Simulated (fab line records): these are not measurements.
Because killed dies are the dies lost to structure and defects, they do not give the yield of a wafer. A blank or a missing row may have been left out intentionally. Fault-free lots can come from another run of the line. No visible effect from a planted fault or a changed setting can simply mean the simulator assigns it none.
What tool caused it? | flow sky130 | Sampling: 6 lots, 18 wafers, 2 of 708 route steps

## WHAT THE GAUGES READ, wafer by wafer
SKY_NWELL_RS_MEAS_31: the measuring method here is four-point-probe.
lot  | measured     | on            | PWDE_RS (ohm/sq)
L302 | day 6 03:22  | film-metro-02 | 5288 5294 5292
L304 | day 6 17:45  | film-metro-04 | 5286 5279 5277
L314 | day 9 08:23  | film-metro-03 | 5278 5265 5612
L316 | day 10 00:26 | film-metro-04 | 5276 5294 5272
L320 | day 10 22:44 | film-metro-03 | 5272 5276 5286
L323 | day 11 09:47 | film-metro-04 | 5298 5285 5296

## WHAT TOOL EACH LOT RAN ON (gives the tool, then ch and the chambers of the sampled wafers, and finally the start)
lot  | SKY_PWDE_IMPLANT_08
L302 | implanter-04 ch 0, day 4 14:29
L304 | implanter-02 ch 0, day 5 04:41
L314 | implanter-02 ch 0, day 7 12:59
L316 | implanter-03 ch 0, day 8 05:09
L320 | implanter-04 ch 0, day 9 00:56
L323 | implanter-04 ch 0, day 9 11:05
- SKY_PWDE_IMPLANT_08

## THE ANSWER, worked out from the rows above alone
Rule: usual is defined by the lots themselves. The widest of any qualifying gaps counts: lots, ordered by their means at a reading, are off when they make up no more than a third of the lots, leave a main group of 4 or more, and stand apart from it by 3 or more times the standard deviation of that group's means. If all means in a main group match to the digits the tables above print for the reading, that group is not used. A lot without any number at a reading at which 4 lots or more have one is off too. All remaining lots with rows at the step are treated as sound.
Off: at SKY_NWELL_RS_MEAS_31 (PWDE_RS), L314. Main group: mean 5285 ohm/sq, sd 6.2.
A tool fits if, at a process step before that reading, it ran every lot that is off, and no sound lot after the first of them. Those tools and the gauges at SKY_NWELL_RS_MEAS_31 are tried in the same way. One fits: SKY_PWDE_IMPLANT_08 on implanter-02. A fault onset in the window from L304 (day 5 04:41, its last sound lot) to L314 (day 7 12:59, its first lot off) fits.

## WHAT THE SIMULATOR PUT IN
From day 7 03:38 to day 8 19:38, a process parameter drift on implanter-02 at SKY_PWDE_IMPLANT_08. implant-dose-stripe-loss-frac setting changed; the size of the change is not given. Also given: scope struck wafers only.
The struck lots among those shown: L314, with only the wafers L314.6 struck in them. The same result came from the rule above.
